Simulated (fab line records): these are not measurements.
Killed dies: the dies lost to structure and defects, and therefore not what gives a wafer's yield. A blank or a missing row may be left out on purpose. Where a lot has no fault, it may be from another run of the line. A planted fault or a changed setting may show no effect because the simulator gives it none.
Split-lot experiment | flow gf180mcu | 27 wafers read from 5 lots, route of 602 steps

== ABOUT THE SPLIT ==
At GF_M3_SPUTTER_04 (material TiN, target thk 50 nm, time 41.7 s), the setting time_s was moved away from the recipe's 41.7 s on 6 of the 27 wafers read, by +19.2% to +48.3%. The other wafers ran this setting at the recipe's value.

Between the split and the reading, the file records no step.

== THE READING ==
M3_ALCU_THK, in nm, at GF_M3_THK_MEAS_06 (measures by xrf). Typical for fault-free wafers on this fab line: 448 nm, with standard deviation 6.1 nm.

wafer  | tool, chamber at the split | time_s as run, s | against the recipe | M3_ALCU_THK, nm | against lot-mates on the recipe
L074.1 | pvd_sputter-01, -          | 41.7             | recipe             | 457             | -
L074.2 | pvd_sputter-01, -          | 41.7             | recipe             | 451             | -
L074.3 | pvd_sputter-01, -          | 41.7             | recipe             | 451             | -
L074.4 | pvd_sputter-01, -          | 41.7             | recipe             | 447             | -
L074.5 | pvd_sputter-01, -          | 41.7             | recipe             | 453             | -
L074.6 | pvd_sputter-01, -          | 41.7             | recipe             | 449             | -
L076.2 | pvd_sputter-02, -          | 41.7             | recipe             | 433             | -
L076.3 | pvd_sputter-02, -          | 41.7             | recipe             | 442             | -
L076.6 | pvd_sputter-02, -          | 41.7             | recipe             | 440             | -
L077.1 | pvd_sputter-04, -          | 41.7             | recipe             | 451             | -
L077.2 | pvd_sputter-04, -          | 41.7             | recipe             | 453             | -
L077.3 | pvd_sputter-04, -          | 41.7             | recipe             | 453             | -
L077.4 | pvd_sputter-04, -          | 41.7             | recipe             | 451             | -
L077.5 | pvd_sputter-04, -          | 41.7             | recipe             | 452             | -
L077.6 | pvd_sputter-04, -          | 41.7             | recipe             | 455             | -
L078.1 | pvd_sputter-02, -          | 61.86            | +48.3%             | 414             | -27
L078.2 | pvd_sputter-02, -          | 41.7             | recipe             | 440             | -
L078.3 | pvd_sputter-02, -          | 41.7             | recipe             | 440             | -
L078.4 | pvd_sputter-02, -          | 41.7             | recipe             | 443             | -
L078.5 | pvd_sputter-02, -          | 61.86            | +48.3%             | 420             | -21
L078.6 | pvd_sputter-02, -          | 61.86            | +48.3%             | 415             | -26
L084.1 | pvd_sputter-04, -          | 49.69            | +19.2%             | 441             | -5
L084.2 | pvd_sputter-04, -          | 49.69            | +19.2%             | 442             | -4
L084.3 | pvd_sputter-04, -          | 41.7             | recipe             | 447             | -
L084.4 | pvd_sputter-04, -          | 41.7             | recipe             | 447             | -
L084.5 | pvd_sputter-04, -          | 49.69            | +19.2%             | 438             | -8
L084.6 | pvd_sputter-04, -          | 41.7             | recipe             | 443             | -

THE FIT
A straight line over all 27 wafers: M3_ALCU_THK changes by -0.618 nm for each +1% of time_s; r = -0.86; the points scatter about the line by 5.8 nm.
The same after taking each lot's own level away (the mean of its wafers on the recipe; 27 wafers): -0.487 nm for each +1%; r = -0.94; scatter 2.9 nm.
According to that fit, moving time_s by its largest amount changes the reading by 24 nm.
The lots' own levels span 438.3 to 452.5 nm, that is 2.3 times the standard deviation above.
So the lot-to-lot level changes the slope: the two fits differ.
Check: for one of the wafers moved furthest among these (+48.3%), held out of the fit, the line's prediction against its lot-mates is -21.7 nm. It came out at -27 nm against them.

== THESE WAFERS: OTHER SPLITS ==
Before the reading, these wafers also passed through other splits. Each is held against what the fit with the lots' levels taken away leaves over:
other split on the same wafers | wafers away from the commonest value | r with M3_ALCU_THK (lot level and that fit taken away)
GF_STI_OXIDATION_01 ox_time_s  | 21                                   | +0.22
GF_STI_WET_ETCH_17 time_s      | 18                                   | -0.11
GF_HV_LDD_CVD_56 time_s        | 18                                   | -0.22
GF_SALICIDE_SPUTTER_03 time_s  | 12                                   | +0.07
GF_M2_SPUTTER_04 time_s        | 9                                    | -0.22
GF_M3_SPUTTER_00 time_s        | 9                                    | -0.46

== THE WHOLE CHAIN: every reading that the file lists as answering this split, in the file's order ==
step              | what it does                                | reading                                                                      | change (the file's fit)               | r (the file's)
GF_M3_SPUTTER_04  | material TiN, target thk 50 nm, time 41.7 s | TiN_of_M3_SPUTTER_04.thk_nm (the simulator's own value, which no gauge read) | +0.505 nm for each +1% of the setting | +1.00
GF_M3_THK_MEAS_06 | measures by xrf                             | M3_ALCU_THK                                                                  | -0.48 for each +1% of the setting     | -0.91

== FILE'S OWN FIT ==
M3_ALCU_THK changes by -0.48 nm for each +1% of time_s, r = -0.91.
